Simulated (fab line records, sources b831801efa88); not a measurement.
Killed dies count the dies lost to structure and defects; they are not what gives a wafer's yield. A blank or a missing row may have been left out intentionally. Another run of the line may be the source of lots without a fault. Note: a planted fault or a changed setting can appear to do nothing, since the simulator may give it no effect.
Struck lot and sound lot, side by side -- flow sky130 -- 23 steps out of a route of 708
Sound: the wafers L631.1, L631.2, L631.6. Wafers L643.1, L643.4, L643.5 were the ones struck. The cause is named last.
For every step that has rows: the tool of each side, followed by ch and its chambers, followed by its first start. Under that, the readings that differ: sound wafers -- struck wafers -- difference of the means -- sigmas: that difference in standard deviations of wafers without a fault.
alike: a reading whose means differ by less than 2 such deviations, as well as words and numbers matching on both sides. not compared: withheld readings; readings where some wafer has no value; bounds like >300 that might hide an equal value; numbers whose values overlap and for which the record gives no deviation.
The two part at a step that has a row with sigmas, a row that says differs or no value, or rows on one side only. Non-overlapping numbers with no deviation appear without sigmas and do not part them. A reading that every wafer of one side lacks parts them only if that side has two wafers or more.

first, 5 steps without rows for these wafers: SKY_PWDE_COAT_02 (resist thk 3000 nm); SKY_PWDE_SOFTBAKE_03; SKY_PWDE_EXPOSE_04 (exposes mask PWDEM, target cd 840 nm); SKY_PWDE_PEB_05; SKY_PWDE_DEVELOP_06 (develop time 60 s).
SKY_PWDE_OVL_MEAS_07:
  sound on overlay-01, day 4 10:01; struck on overlay-01, day 7 10:43
  alike: PWDE_OVL
then, 1 step without rows for these wafers: SKY_PWDE_IMPLANT_08.
SKY_PWDE_STRIP_09: strips in O2/N2.
  sound on plasma_asher-02 ch 0,1, day 4 10:13; struck on plasma_asher-04 ch 0, day 7 10:54
  alike: chamber_pressure_mTorr, drypump_motor_current_A, oes_product_au, strip_time_to_endpoint_s
  not compared: rf_hours_counter_h
SKY_PWDE_TW_MEAS_10:
  sound on film_metro-04, day 4 10:19; struck on film_metro-02, day 7 11:00
  alike: PWDE_TW
then, 3 steps without rows for these wafers: SKY_NWELL_DEHYDRATE_03 (time 60 s); SKY_NWELL_HMDS_04 (prime time 60 s); SKY_NWELL_COAT_05 (resist thk 3000 nm).
SKY_NWELL_SOFTBAKE_06:
  sound on litho_track-02 ch 0, day 4 17:04; struck on litho_track-01 ch 0, day 7 20:40
reading,sound,struck,difference,sigmas
heater_power_total_W (W),65.45 65.43 65.40,70.39 70.49 70.35,+4.98,+36
plate_temp_C (C),109.90 110.04 110.10,116.31 116.38 116.46,+6.37,+42
model.coat_of_NWELL_COAT_05.thk_nm (nm),3008 2994 2999,2942 2942 2951,-55,
  alike: chill_plate_temp_C
then, 2 steps without rows for these wafers: SKY_NWELL_EXPOSE_07 (exposes mask NWM, target cd 840 nm); SKY_NWELL_PEB_08.
SKY_NWELL_DEVELOP_09: develop time 60 s.
  sound on litho_track-02 ch 0; struck on litho_track-03 ch 0
reading,sound,struck,difference,sigmas
chill_plate_temp_C (C),23.23 23.20 23.09,22.88 23.02 22.95,-0.22,-2
model.coat_of_NWELL_COAT_05.thk_nm (nm),3004 2990 2995,2937 2938 2947,-56,
SKY_NWELL_OVL_MEAS_10:
  sound on overlay-02, day 5 01:19; struck on overlay-02, day 8 07:32
  alike: NWELL_00_OVL
then, 3 steps without rows for these wafers: SKY_NWELL_IMPLANT_11; SKY_NWELL_IMPLANT_12; SKY_NWELL_IMPLANT_13.
SKY_NWELL_STRIP_14: strips in O2/N2.
  sound on plasma_asher-03 ch 0,1, day 5 01:49; struck on plasma_asher-03 ch 1, day 8 08:01
reading,sound,struck,difference,sigmas
strip_time_to_endpoint_s (s),37.01 36.85 36.87,36.27 36.28 36.39,-0.60,-6
  alike: chamber_pressure_mTorr, drypump_motor_current_A, oes_product_au
  not compared: rf_hours_counter_h
SKY_NWELL_TW_MEAS_15:
  sound on film_metro-03, day 5 01:55; struck on film_metro-03, day 8 08:07
  alike: NWELL_TW
-- the record jumps here: 41 days lie between the struck wafers' starts before and after (it left off in module NWELL and takes up again in module PAD_OPEN, whose first step shown is number 708 of the route) --
SKY_PAD_OPEN_PROBE_99:
  sound on prober-01, day 46 01:45; struck on prober-01, day 49 04:57
  alike: killed_at_M0_to_M3, killed_at_M4_up, killed_at_contacts, killed_at_front_end, killed_at_other, killed_dies, killed_on_rim, killed_open, killed_short

WHERE THEY PART
Last at SKY_NWELL_STRIP_14 as far as this record goes, first at SKY_NWELL_SOFTBAKE_06. Later steps at which nothing parts them and some readings are alike: SKY_NWELL_TW_MEAS_15, SKY_PAD_OPEN_PROBE_99.

WHY: what had been put in by the simulator
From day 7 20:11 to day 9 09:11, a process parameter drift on litho_track-01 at SKY_NWELL_SOFTBAKE_06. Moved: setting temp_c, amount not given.
